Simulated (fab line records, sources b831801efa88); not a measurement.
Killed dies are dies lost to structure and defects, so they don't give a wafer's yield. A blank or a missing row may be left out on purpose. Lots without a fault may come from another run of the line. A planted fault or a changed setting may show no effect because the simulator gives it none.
fab line records | flow sky130
record lots=6 wafers=18 last_day=51
route steps=708 shown LDD_LDN@294 SPACER@304 POLY_CUT@307 PAD_OPEN@708
lots that met no fault: from a run of the same line without faults
start_h: hours from the record's first day to the start of the lot's first wafer shown | wait_h: hours since the lot's step before | " the same as in the row above | L1.1+2: a row that stands for several wafers | - no value, or no start given | * or withheld: withheld | < > ~ a bound
route shown NAME@n: a module of which the file shows steps, and the number in the route of the first | usual: mean/standard deviation of fault-free wafers | same: alike in all rows | chamber/n: place in a boat | sites: the reading at each site | _std_site: their standard deviation | _edge_site: outer sites' mean less inner sites' | radius_mm: how far each site lies from the wafer's centre | mask NAME#n: copy n | behind: the tool/chamber that last shaped the wafer | hold: why the lot was held/for how many hours/how that ended | device: the transistor (n, p or np) that didn't switch | end of line: the same wafers' tests at the end of the route | a step without rows: its recipe alone | killed: dies lost to structure and defects at the first sort, not the wafer's yield | map: a wafer's dies, x killed, . not, _ none there
set.NAME: the setting as run; set.NAME@STEP: as run at that earlier step | model.NAME: the simulator's own value behind a step, which no gauge read
lots at some steps of the route; a table a step, a row a wafer
services: from which hour (start_h, from the record's first day; less than 0 if before it) a tool's chamber was out of use, for how many hours, and why
## steps
# step SKY_LDD_LDN_PEB_05
# recipe temp_c=withheld time_s=* resist=NOVOLAK
# step SKY_LDD_LDN_DEVELOP_06
# recipe resist=NOVOLAK developer=TMAH develop_time_s=60 dev_temp_c=23
# step SKY_LDD_LDN_OVL_MEAS_07
# usual LDD_LDN_OVL=0.0/1.2
# columns lot.wafer tool chamber start_h wait_h LDD_LDN_OVL[nm]
L379.1 overlay-01 - 556.84 0.1 2.5
L379.2 " - " " 2.1
L379.4 " - " " 2.0
L384.1 overlay-02 - 597.06 0.1 0.7
L384.3 " - " " 1.1
L384.6 " - " " 0.0
L393.4 overlay-01 - 677.43 0.1 0.1
L393.5 " - " " -0.4
L393.6 " - " " -0.2
L394.1 overlay-02 - 679.54 0.1 0.4
L394.2 " - " " 1.9
L394.3 " - " " 1.1
L398.1 overlay-02 - 708.61 0.1 -1.2
L398.2 " - " " -1.4
L398.4 " - " " -1.6
L400.1 overlay-01 - 726.24 0.1 3.2
L400.3 " - " " 1.8
L400.6 " - " " 1.5
# step SKY_LDD_LDN_IMPLANT_08
# recipe species=As energy_kev=15 dose_cm2=1.25e+13 tilt_deg=withheld rotation_deg=23
# step SKY_LDD_LDN_IMPLANT_09
# recipe species=As energy_kev=15 dose_cm2=1.25e+13 tilt_deg=withheld rotation_deg=113
# step SKY_LDD_LDN_IMPLANT_10
# recipe species=As energy_kev=15 dose_cm2=1.25e+13 tilt_deg=withheld rotation_deg=203
# step SKY_LDD_LDN_IMPLANT_11
# recipe species=As energy_kev=15 dose_cm2=1.25e+13 tilt_deg=withheld rotation_deg=293
# step SKY_LDD_LDN_STRIP_12
# recipe chemistry=O2/N2 power_w=1400 pressure_mtorr=1500 platen_temp_c=withheld o2_flow_sccm=3000 n2_flow_sccm=300 overash_fraction=0.5
# usual chamber_pressure_mTorr=1500.1/1.5 drypump_motor_current_A=5.76/0.27 oes_product_au=0.716/0.0046 strip_time_to_endpoint_s=14.17/0.036
# columns lot.wafer tool chamber start_h wait_h chamber_pressure_mTorr drypump_motor_current_A oes_product_au rf_hours_counter_h strip_time_to_endpoint_s
L379.1 plasma_asher-03 0 557.48 0.1 1501.4 5.84 0.713 14 14.18
L379.2 " 1 " " 1500.1 5.21 0.719 14 14.13
L379.4 " 1 " " 1500.6 5.18 0.707 - 14.12
L384.1 plasma_asher-04 0 597.69 0.1 1501.1 6.02 0.716 48 14.14
L384.3 " 0 " " 1498.2 6.01 0.708 - 14.14
L384.6 " 0 " " 1502.5 6.02 0.713 - 14.13
L393.4 plasma_asher-02 0 678.08 0.1 1501.1 5.99 0.716 - 14.18
L393.5 " 0 " " 1499.3 5.97 0.715 - 14.15
L393.6 " 1 " " 1498.4 5.77 0.715 - 14.18
L394.1 plasma_asher-03 0 680.18 0.1 1501.1 5.82 0.713 26 14.22
L394.2 " 1 " " 1501.1 5.22 0.726 26 14.18
L394.3 " 1 " " 1500.0 5.20 0.713 - 14.18
L398.1 plasma_asher-03 0 709.25 0.1 1499.6 5.84 0.714 30 14.18
L398.2 " 1 " " 1498.6 5.23 0.720 30 14.16
L398.4 " 0 " " 1498.4 5.84 0.721 - 14.16
L400.1 plasma_asher-03 0 726.88 0.1 1500.8 5.82 0.719 32 14.17
L400.3 " 1 " " 1500.9 5.21 0.719 - 14.23
L400.6 " 0 " " 1500.1 5.78 0.712 - 14.16
# step SKY_LDD_LDN_TW_MEAS_13
# usual LDD_LDN_TW=1487/19
# columns lot.wafer tool chamber start_h wait_h LDD_LDN_TW
L379.1 film_metro-02 - 557.58 0.1 1488
L379.2 " - " " 1500
L379.4 " - " " 1507
L384.1 film_metro-04 - 597.79 0.1 1476
L384.3 " - " " 1477
L384.6 " - " " 1481
L393.4 film_metro-02 - 678.18 0.1 1503
L393.5 " - " " 1498
L393.6 " - " " 1506
L394.1 film_metro-03 - 680.28 0.1 1454
L394.2 " - " " 1449
L394.3 " - " " 1456
L398.1 film_metro-03 - 709.35 0.1 1468
L398.2 " - " " 1474
L398.4 " - " " 1473
L400.1 film_metro-03 - 726.98 0.1 1448
L400.3 " - " " 1453
L400.6 " - " " 1454
# step SKY_LDD_LDN_CLEAN_14
# recipe chemistry=SC1/SC2 mix=1:4:20 temp_c=70 time_s=150 dry=n2_spin
# step SKY_SPACER_CVD_00
# recipe material=Si3N4 precursor=DCS/NH3 target_thk_nm=43.1 temp_c=770 time_s=740 pressure_mtorr=250
# step SKY_SPACER_THK_MEAS_01
# recipe reads=Si3N4_of_SPACER_CVD_00
# usual SPACER_CVD_00_THK=42.9/0.41
# columns lot.wafer tool chamber start_h wait_h SPACER_CVD_00_THK[nm]
L379.1 film_metro-02 - 558.90 0.0 42.9
L379.2 " - " " 42.4
L379.4 " - " " 42.4
L384.1 film_metro-02 - 599.11 0.0 43.1
L384.3 " - " " 43.0
L384.6 " - " " 43.3
L393.4 film_metro-01 - 679.50 0.0 42.0
L393.5 " - " " 42.0
L393.6 " - " " 42.7
L394.1 film_metro-01 - 681.72 0.0 42.6
L394.2 " - " " 43.1
L394.3 " - " " 42.9
L398.1 film_metro-03 - 713.17 0.0 43.7
L398.2 " - " " 43.5
L398.4 " - " " 43.7
L400.1 film_metro-01 - 728.29 0.0 42.8
L400.3 " - " " 43.1
L400.6 " - " " 42.9
# step SKY_SPACER_ETCHBACK_02
# recipe chemistry=CH3F/O2 target=Si3N4 stop_on=SiO2 source_w=400 bias_w=80 pressure_mtorr=25 ch3f_flow_sccm=40 O2_flow_sccm=30 time_s=46.7 target_depth_a=450
# usual chamber_pressure_mTorr=25.001/0.024 drypump_motor_current_A=5.7/0.5 oes_product_au=0.854/0.0063 run_length_s=75.0/0.49 throttle_valve_pct=10.562/0.0085
# columns lot.wafer tool chamber start_h wait_h chamber_pressure_mTorr drypump_motor_current_A oes_product_au rf_hours_counter_h run_length_s throttle_valve_pct model.SiO2_of_SONOS_ONO_CVD_04.thk_nm
L379.1 rie_diel-03 0 558.96 0.1 24.957 6.7 0.846 1 74.7 10.569 4.146
L379.2 " 1 " " 24.972 5.8 0.846 6 74.7 10.564 4.305
L379.4 " 1 " " 24.999 5.9 0.843 - 74.8 10.575 4.352
L384.1 rie_diel-02 0 599.17 0.1 24.996 5.3 0.856 18 74.7 10.564 4.236
L384.3 " 2 " " 25.069 6.5 0.852 31 75.8 10.558 4.199
L384.6 " 2 " " 25.029 6.5 0.862 - 75.6 10.571 4.176
L393.4 rie_diel-03 3 679.53 0.0 24.983 5.3 0.847 2 74.2 10.555 4.398
L393.5 " 2 " " 25.019 5.4 0.846 - 75.6 10.572 4.395
L393.6 " 1 " " 24.997 5.8 0.730 - 89.4 10.546 2.859
L394.1 rie_diel-03 0 681.78 0.1 25.003 6.7 0.848 3 75.0 10.559 4.233
L394.2 " 1 " " 25.010 5.8 0.746 8 89.4 10.533 2.747
L394.3 " 2 " " 24.998 5.5 0.847 9 75.2 10.577 4.198
L398.1 rie_diel-02 2 713.23 0.1 24.982 6.5 0.866 33 75.6 10.559 4.163
L398.2 " 1 " " 25.019 5.5 0.862 3 75.8 10.560 4.147
L398.4 " 3 " " 25.033 6.1 0.858 4 75.7 10.553 4.095
L400.1 rie_diel-01 0 728.35 0.1 25.011 5.7 0.861 9 74.5 10.566 4.213
L400.3 " 2 " " 25.012 5.4 0.852 39 74.5 10.560 4.105
L400.6 " 1 " " 25.003 4.9 0.858 - 74.8 10.545 4.239
# step SKY_POLY_CUT_DEHYDRATE_00
# recipe temp_c=201.5 time_s=60
# step SKY_POLY_CUT_HMDS_01
# recipe prime_time_s=60 prime_temp_c=120
# step SKY_POLY_CUT_COAT_02
# recipe resist=BARC temp_c=withheld time_s=withheld spin_rpm=3000 resist_thk_nm=60
# step SKY_POLY_CUT_COAT_03
# recipe resist=KrF-thick spin_rpm=3000 resist_thk_nm=450
# step SKY_POLY_CUT_SOFTBAKE_04
# recipe temp_c=100 time_s=90 resist=KrF-thick
# step SKY_POLY_CUT_EXPOSE_05
# recipe mask_id=NPCM na=0.8 source_shape=annular sigma_inner=0.55 sigma_outer=0.85 target_cd_nm=270 dose_mj=32
# step SKY_POLY_CUT_PEB_06
# recipe peb_temp_c=withheld peb_time_s=withheld resist=KrF-thick
# step SKY_POLY_CUT_DEVELOP_07
# recipe develop_time_s=60 resist=KrF-thick dev_temp_c=21
# step SKY_POLY_CUT_CD_MEAS_08
# recipe target_cd_nm=270
# usual cd_nm=269.6/1.4
# columns lot.wafer tool chamber start_h wait_h cd_nm
L379.1 cd_sem-02 - 588.69 - 269.7
L379.2 " - " " 268.8
L379.4 " - " " 270.5
L384.1 cd_sem-01 - 628.54 - 269.1
L384.3 " - " " 270.1
L384.6 " - " " 269.6
L393.4 cd_sem-01 - 708.37 - 270.4
L393.5 " - " " 269.7
L393.6 " - " " 267.3
L394.1 cd_sem-01 - 711.21 - 270.3
L394.2 " - " " 269.7
L394.3 " - " " 271.2
L398.1 cd_sem-01 - 741.66 - 270.5
L398.2 " - " " 271.9
L398.4 " - " " 272.0
L400.1 cd_sem-01 - 757.26 - 268.9
L400.3 " - " " 269.5
L400.6 " - " " 270.0
# step SKY_POLY_CUT_OVL_MEAS_09
# usual POLY_CUT_OVL=-1/5.4
# columns lot.wafer tool chamber start_h wait_h POLY_CUT_OVL[nm]
L379.1 overlay-01 - 588.81 0.1 -5
L379.2 " - " " -4
L379.4 " - " " -1
L384.1 overlay-02 - 628.66 0.1 2
L384.3 " - " " 10
L384.6 " - " " -1
L393.4 overlay-01 - 708.45 0.1 -6
L393.5 " - " " 2
L393.6 " - " " -4
L394.1 overlay-01 - 711.33 0.1 -5
L394.2 " - " " 0
L394.3 " - " " -9
L398.1 overlay-01 - 741.78 0.1 7
L398.2 " - " " -1
L398.4 " - " " -1
L400.1 overlay-01 - 757.38 0.1 -5
L400.3 " - " " -3
L400.6 " - " " 7
# step SKY_POLY_CUT_ETCH_10
# recipe chemistry=N2/H2 target=BARC ion_energy_ev=200 source_w=500 bias_w=100 pressure_mtorr=30 n2_flow_sccm=100 h2_flow_sccm=200 stop_on=SiO2 time_s=45.9 target_depth_a=600
# usual chamber_pressure_mTorr=30.001/0.025 drypump_motor_current_A=5.8/0.44 h2_flow_sccm=199.9/0.57 oes_product_au=0.854/0.0049 throttle_valve_pct=13.224/0.0087
# columns lot.wafer tool chamber start_h wait_h chamber_pressure_mTorr drypump_motor_current_A h2_flow_sccm oes_product_au rf_hours_counter_h throttle_valve_pct
L379.1 rie_diel-04 0 588.85 0.0 29.960 5.3 201.0 0.846 1 13.226
L379.2 " 2 " " 30.001 5.5 201.2 0.852 13 13.241
L379.4 " 1 " " 30.044 5.8 200.1 0.850 17 13.231
L384.1 rie_diel-02 3 628.70 0.0 29.992 6.1 200.2 0.854 3 13.211
L384.3 " 0 " " 30.002 5.2 200.1 0.855 18 13.214
L384.6 " 2 " " 30.009 6.5 199.3 0.854 - 13.230
L393.4 rie_diel-04 3 708.47 0.0 30.002 6.1 199.5 0.856 12 13.219
L393.5 " 0 " " 30.011 5.3 199.2 0.852 - 13.228
L393.6 " 3 " " 29.970 6.1 200.1 0.853 - 13.227
L394.1 rie_diel-04 2 711.37 0.0 29.979 5.5 199.8 0.853 16 13.233
L394.2 " 0 " " 30.005 5.3 200.8 0.861 5 13.231
L394.3 " 3 " " 30.019 6.2 199.6 0.849 12 13.222
L398.1 rie_diel-02 3 741.82 0.0 30.031 6.1 199.4 0.847 5 13.218
L398.2 " 0 " " 30.018 5.3 199.4 0.848 21 13.228
L398.4 " 1 " " 29.987 5.6 199.4 0.857 4 13.223
L400.1 rie_diel-03 1 757.42 0.0 30.013 5.9 200.1 0.854 10 13.228
L400.3 " 3 " " 30.066 5.3 200.4 0.852 3 13.232
L400.6 " 3 " " 30.000 5.3 201.1 0.852 - 13.226
# step SKY_POLY_CUT_ETCH_11
# recipe target=Si3N4 chemistry=CF4/CH2F2/Ar stop_on=poly-Si source_w=600 bias_w=150 pressure_mtorr=40 cf4_flow_sccm=40 ch2f2_flow_sccm=20 Ar_flow_sccm=150 time_s=42.5 target_depth_a=600
# usual cf4_flow_sccm=39.99/0.1 chamber_pressure_mTorr=40.00/0.039 drypump_motor_current_A=5.8/0.44 oes_product_au=0.830/0.006 throttle_valve_pct=14.994/0.0078
# columns lot.wafer tool chamber start_h wait_h cf4_flow_sccm chamber_pressure_mTorr drypump_motor_current_A oes_product_au rf_hours_counter_h throttle_valve_pct model.etch.depth_nm model.POLY_CUT.feature_depth_nm
L379.1 rie_diel-04 0 588.89 0.0 39.90 39.99 5.3 0.832 1 14.992 62.35 62.35
L379.2 " 2 " " 39.97 39.99 5.5 0.834 13 14.983 61.93 61.93
L379.4 " 1 " " 40.03 39.95 5.8 0.842 17 14.994 62.47 62.47
L384.1 rie_diel-02 3 628.74 0.0 39.80 39.94 6.1 0.828 3 14.994 62.56 62.56
L384.3 " 0 " " 40.01 40.04 5.2 0.839 18 14.994 62.38 62.38
L384.6 " 2 " " 40.09 40.06 6.5 0.832 - 14.985 62.1 62.1
L393.4 rie_diel-04 3 708.51 0.0 39.87 40.00 6.1 0.834 12 15.002 61.24 61.24
L393.5 " 0 " " 40.14 40.08 5.3 0.832 - 15.010 62.33 62.33
L393.6 " 3 " " 39.69 40.03 6.2 0.791 - 14.986 57.54 57.54
L394.1 rie_diel-04 2 711.41 0.0 40.01 40.02 5.5 0.825 16 15.008 61.61 61.61
L394.2 " 0 " " 39.96 40.03 5.3 0.791 5 14.992 57.19 57.19
L394.3 " 3 " " 39.83 40.03 6.2 0.831 12 14.998 61.82 61.82
L398.1 rie_diel-02 3 741.86 0.0 39.96 39.94 6.1 0.832 5 15.002 61.71 61.71
L398.2 " 0 " " 40.00 40.05 5.3 0.827 21 14.990 61.12 61.12
L398.4 " 1 " " 39.93 40.04 5.6 0.828 4 14.994 61.65 61.65
L400.1 rie_diel-03 1 757.46 0.0 40.02 39.98 5.9 0.827 10 15.006 61.79 61.79
L400.3 " 3 " " 40.04 40.00 5.3 0.831 3 14.989 62.27 62.27
L400.6 " 3 " " 39.95 40.04 5.3 0.823 - 15.006 61.59 61.59
# step SKY_POLY_CUT_STRIP_12
# recipe chemistry=O2/N2 power_w=1400 pressure_mtorr=1500 platen_temp_c=withheld o2_flow_sccm=3000 n2_flow_sccm=300 overash_fraction=0.5
# usual chamber_pressure_mTorr=1500/3.2 drypump_motor_current_A=5.71/0.24 oes_product_au=0.453/0.0042 strip_time_to_endpoint_s=5.357/0.014
# columns lot.wafer tool chamber start_h wait_h chamber_pressure_mTorr drypump_motor_current_A oes_product_au rf_hours_counter_h strip_time_to_endpoint_s
L379.1 plasma_asher-01 1 588.93 0.0 1496 5.74 0.458 92 5.350
L379.2 " 0 " " 1500 5.57 0.458 92 5.355
L379.4 " 1 " " 1500 5.72 0.455 - 5.356
L384.1 plasma_asher-04 1 628.78 0.0 1500 5.78 0.451 51 5.347
L384.3 " 1 " " 1502 5.79 0.453 - 5.351
L384.6 " 0 " " 1498 6.05 0.447 - 5.346
L393.4 plasma_asher-03 1 708.59 0.1 1501 5.20 0.448 - 5.343
L393.5 " 1 " " 1501 5.19 0.456 - 5.329
L393.6 " 0 " " 1497 5.82 0.451 - 5.347
L394.1 plasma_asher-03 0 711.45 0.0 1498 5.82 0.449 30 5.336
L394.2 " 1 " " 1501 5.21 0.451 30 5.336
L394.3 " 0 " " 1500 5.77 0.446 - 5.324
L398.1 plasma_asher-04 1 741.90 0.0 1501 5.75 0.457 61 5.375
L398.2 " 0 " " 1499 6.03 0.454 61 5.376
L398.4 " 0 " " 1500 6.05 0.458 - 5.375
L400.1 plasma_asher-03 1 757.50 0.0 1500 5.20 0.449 35 5.373
L400.3 " 1 " " 1499 5.19 0.456 - 5.361
L400.6 " 1 " " 1498 5.22 0.451 - 5.363
# step SKY_PAD_OPEN_PROBE_99
# usual killed_at_M0_to_M3=43/6.8 killed_at_M4_up=3.3/1.9 killed_at_contacts=24/5.3 killed_at_front_end=14/4.3 killed_at_other=0.3/0.62 killed_dies=85/9.8 killed_open=46/8 killed_short=39/5.9
# same gross_dies=492 killed_at_back_side=0
# columns lot.wafer tool chamber start_h wait_h killed_at_M0_to_M3 killed_at_M4_up killed_at_contacts killed_at_front_end killed_at_other killed_dies killed_open killed_short model.etest.pfet_01v8.r_on_ohm_um model.etest.res_pdiff.line_ohm_um model.etest.res_ndiff.line_ohm_um model.etest.sonos_uncharged.r_on_ohm_um model.etest.pfet_01v8.drive_ua_um model.etest.res_pdiff.rs_ohm_sq model.etest.sram_pfet_latch.drive_ua_um model.etest.pfet_01v8_hvt.drive_ua_um
L379.1 prober-02 - 1112.87 0.1 26 2 30 15 0 73 43 30 2979 1352 771.9 824.5 185.8 197.5 139.4 139.8
L379.2 prober-02 - 1112.92 0.1 31 4 21 12 0 68 30 38 2866 1353 764.9 801.1 198 195.9 142.6 147.2
L379.4 prober-02 - 1113.02 0.2 52 2 24 14 0 92 58 34 2799 1351 760 807.5 199 195.4 151.4 148.9
L384.1 prober-01 - 1136.56 0.1 40 4 20 9 0 73 47 26 2867 1402 789.7 825.6 196.8 197.7 141.5 145.4
L384.3 prober-01 - 1136.66 0.2 42 1 26 14 0 83 44 39 2842 1384 754.5 805.2 198.6 196.5 148.1 146.8
L384.6 prober-01 - 1136.81 0.2 40 2 33 18 0 93 50 43 2874 1386 770.6 826.5 195.2 197.5 139.4 144.8
L393.4 prober-02 - 1191.58 0.2 35 7 33 13 0 88 51 37 2901 1348 756.6 814.6 193.6 193.9 146.3 142.9
L393.5 prober-02 - 1191.63 0.2 42 1 18 18 0 79 41 38 2938 1360 769.2 831.9 190.3 196.2 142.3 141.8
L393.6 prober-02 - 1191.68 0.2 41 3 25 15 0 84 48 36 2740 1298 725.2 796.8 206.4 182.2 152.3 155
L394.1 prober-01 - 1192.93 0.1 32 1 18 9 0 60 42 18 2920 1364 751.6 815.8 190 199.8 140.9 141.1
L394.2 prober-01 - 1192.98 0.1 49 4 26 17 1 97 54 43 2785 1294 721.5 802 200.9 187.6 152 148.8
L394.3 prober-01 - 1193.03 0.2 43 5 18 13 0 79 42 37 2875 1413 788 831.2 193.5 201.7 142.6 145.2
L398.1 prober-01 - 1210.83 0.1 47 3 15 10 0 75 31 44 3002 1336 767.1 829.6 184.3 197.2 138.6 137.8
L398.2 prober-01 - 1210.88 0.1 63 4 18 11 0 96 53 43 2934 1343 746.4 826.6 189.4 197.6 142.1 141.5
L398.4 prober-01 - 1210.98 0.2 50 6 21 12 0 89 48 41 2998 1326 759.5 819.4 186.5 197.4 140.4 137.8
L400.1 prober-01 - 1220.17 0.1 34 4 20 19 0 77 38 39 2823 1390 763.5 809.8 197.5 196.3 148.3 148.2
L400.3 prober-01 - 1220.27 0.2 38 3 17 9 0 67 36 31 2851 1338 762.6 814.6 195 194.6 147.2 147.1
L400.6 prober-01 - 1220.42 0.2 40 4 16 11 0 71 36 35 2824 1379 752.5 815.7 198.4 197.8 155.8 148.5
# killed by level:class
L379.1 CONTACT:geometric_particle:open=16 VIA1:geometric_particle:open=9 LOCAL_INTERCONNECT:geometric_particle:short=8 FIELD_ISO:geometric_particle:open=4 POLY_GATE:geometric_particle:short=3 SPACER:geometric_particle:open=3 LI_CONTACT:geometric_particle:open=3 METAL1:geometric_particle:short=3
L379.2 LI_CONTACT:geometric_particle:open=7 VIA1:geometric_particle:open=6 SPACER:geometric_particle:short=5 VIA1:geometric_particle:short=5 CONTACT:geometric_particle:open=5 METAL1:geometric_particle:short=5 METAL2:geometric_particle:short=4 CONTACT:geometric_particle:short=4
L379.4 VIA1:geometric_particle:open=13 CONTACT:geometric_particle:open=10 VIA1:geometric_particle:short=7 POLY_GATE:geometric_particle:open=6 VIA3:geometric_particle:open=6 LI_CONTACT:geometric_particle:open=6 VIA2:geometric_particle:open=6 VIA3:geometric_particle:short=5
L384.1 VIA3:geometric_particle:open=11 CONTACT:geometric_particle:open=10 VIA1:geometric_particle:open=10 METAL2:geometric_particle:short=5 LI_CONTACT:geometric_particle:open=5 FIELD_ISO:geometric_particle:open=4 METAL1:geometric_particle:short=4 VIA2:geometric_particle:open=4
L384.3 LI_CONTACT:geometric_particle:open=9 CONTACT:geometric_particle:open=9 METAL1:geometric_particle:short=7 VIA2:geometric_particle:open=7 FIELD_ISO:geometric_particle:short=5 CONTACT:geometric_particle:short=5 VIA1:geometric_particle:short=5 METAL2:geometric_particle:short=5
L384.6 CONTACT:geometric_particle:open=16 VIA1:geometric_particle:open=10 VIA3:geometric_particle:open=8 CONTACT:geometric_particle:short=8 POLY_GATE:geometric_particle:short=5 METAL1:geometric_particle:short=5 FIELD_ISO:geometric_particle:short=4 POLY_GATE:geometric_particle:open=4
L393.4 CONTACT:geometric_particle:open=14 VIA1:geometric_particle:open=12 LI_CONTACT:geometric_particle:open=7 CONTACT:geometric_particle:short=7 VIA1:geometric_particle:short=6 VIA3:geometric_particle:open=6 METAL2:geometric_particle:short=5 FIELD_ISO:geometric_particle:short=4
L393.5 FIELD_ISO:geometric_particle:open=10 METAL1:geometric_particle:short=9 VIA2:geometric_particle:open=6 LI_CONTACT:geometric_particle:open=5 CONTACT:geometric_particle:open=5 CONTACT:geometric_particle:short=5 VIA1:geometric_particle:open=5 METAL2:geometric_particle:short=5
L393.6 VIA1:geometric_particle:open=12 CONTACT:geometric_particle:open=10 VIA3:geometric_particle:open=8 CONTACT:geometric_particle:short=6 VIA1:geometric_particle:short=6 FIELD_ISO:geometric_particle:open=4 POLY_GATE:geometric_particle:short=4 LI_CONTACT:geometric_particle:open=4
L394.1 VIA1:geometric_particle:open=10 CONTACT:geometric_particle:open=9 LI_CONTACT:geometric_particle:open=6 VIA2:geometric_particle:open=4 VIA3:geometric_particle:open=4 POLY_GATE:geometric_particle:open=3 SPACER:geometric_particle:open=3 METAL3:geometric_particle:short=3
L394.2 CONTACT:geometric_particle:open=10 VIA1:geometric_particle:open=10 VIA1:geometric_particle:short=8 VIA3:geometric_particle:open=8 FIELD_ISO:geometric_particle:open=6 LOCAL_INTERCONNECT:geometric_particle:short=6 CONTACT:geometric_particle:short=6 POLY_GATE:geometric_particle:open=5
L394.3 VIA1:geometric_particle:open=12 LI_CONTACT:geometric_particle:open=8 FIELD_ISO:geometric_particle:short=6 METAL2:geometric_particle:short=6 CONTACT:geometric_particle:open=5 METAL1:geometric_particle:short=5 VIA3:geometric_particle:open=5 VIA2:geometric_particle:open=5
L398.1 METAL2:geometric_particle:short=8 CONTACT:geometric_particle:open=7 VIA2:geometric_particle:open=6 VIA3:geometric_particle:open=5 VIA1:geometric_particle:short=5 VIA1:geometric_particle:open=5 VIA2:geometric_particle:short=5 LOCAL_INTERCONNECT:geometric_particle:short=4
L398.2 VIA1:geometric_particle:open=16 VIA3:geometric_particle:open=10 VIA1:geometric_particle:short=7 VIA2:geometric_particle:open=7 VIA3:geometric_particle:short=6 CONTACT:geometric_particle:open=6 METAL2:geometric_particle:short=6 CONTACT:geometric_particle:short=4
L398.4 CONTACT:geometric_particle:open=13 VIA1:geometric_particle:open=11 VIA3:geometric_particle:open=10 METAL2:geometric_particle:short=7 VIA2:geometric_particle:open=5 METAL4:geometric_particle:short=5 FIELD_ISO:geometric_particle:short=4 CONTACT:geometric_particle:short=4
L400.1 CONTACT:geometric_particle:open=9 VIA1:geometric_particle:open=8 POLY_GATE:geometric_particle:short=7 METAL1:geometric_particle:short=7 LI_CONTACT:geometric_particle:open=4 POLY_GATE:geometric_particle:open=4 SPACER:geometric_particle:short=4 VIA3:geometric_particle:open=3
L400.3 VIA1:geometric_particle:open=9 METAL1:geometric_particle:short=6 LOCAL_INTERCONNECT:geometric_particle:short=5 CONTACT:geometric_particle:open=5 POLY_GATE:geometric_particle:open=4 LI_CONTACT:geometric_particle:open=4 VIA2:geometric_particle:open=4 METAL2:geometric_particle:short=4
L400.6 VIA1:geometric_particle:open=9 CONTACT:geometric_particle:open=7 METAL1:geometric_particle:short=7 FIELD_ISO:geometric_particle:short=6 VIA3:geometric_particle:open=6 VIA2:geometric_particle:open=5 CONTACT:geometric_particle:short=4 METAL2:geometric_particle:short=4
## services
# columns tool chamber start_h hours kind
rie_diel-04 - 539.77 14.6 pm
rie_diel-02 - 541.57 0.6 repair
rie_diel-03 3 544.26 5.0 repair
rie_diel-03 3 549.30 - clean
rie_diel-03 3 549.30 18.6 scheduled_down
plasma_asher-01 - 553.92 1.5 repair
rie_diel-04 - 562.54 0.4 repair
rie_diel-02 2 580.07 7.0 repair
rie_diel-02 1 593.01 4.8 repair
rie_diel-02 - 606.96 2.0 repair
plasma_asher-01 - 624.99 2.8 pm
rie_diel-02 3 642.91 15.9 repair
plasma_asher-03 - 645.12 1.2 repair
rie_diel-01 0 668.64 9.2 repair
plasma_asher-01 - 678.81 9.9 repair
rie_diel-02 3 693.34 2.7 repair
rie_diel-01 1 694.34 3.4 repair
rie_diel-02 - 694.73 15.6 pm
rie_diel-03 - 697.89 2.8 pm
plasma_asher-04 - 702.09 12.3 repair
plasma_asher-01 - 729.63 2.9 repair
rie_diel-03 - 730.20 14.6 pm
plasma_asher-01 - 733.75 9.0 pm
rie_diel-04 0 744.00 1.5 repair
## key
first_sign step=SKY_SPACER_ETCHBACK_02 reading=run_length_s direction=up sigmas=29 usual=* struck=*
effect step=SKY_SPACER_ETCHBACK_02 reading=oes_product_au direction=down sigmas=18 usual=0.854 struck=0.738
effect step=SKY_POLY_CUT_ETCH_11 reading=oes_product_au direction=down sigmas=6.4 usual=0.830 struck=0.791
model_effect step=SKY_SPACER_ETCHBACK_02 value=SiO2_of_SONOS_ONO_CVD_04.thk_nm without=4.282 struck=2.803
model_effect step=SKY_POLY_CUT_ETCH_11 value=etch.depth_nm without=61.45 struck=57.37
model_effect step=SKY_PAD_OPEN_PROBE_99 value=etest.pfet_01v8.r_on_ohm_um without=2935 struck=2763
met_at SKY_SPACER_ETCHBACK_02
struck_wafers L393.6,L394.2
tester_left_out L393,L394
onset_between 558.96 679.53
fault kind=process_parameter_drift tool=rie_diel-03 chamber=1 onset_h=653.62 steps=SKY_SPACER_ETCHBACK_02 channel=time_s offset=* shape=step end_h=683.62 acts_in=* stated=*
# tester_left_out: of these lots the tester's yield and bins aren't shown, on N5 and GAA mostly nor the transistor test; their killed dies are dies lost to structure and defects alone, not to doping, threshold or leakage, so they don't give the yield
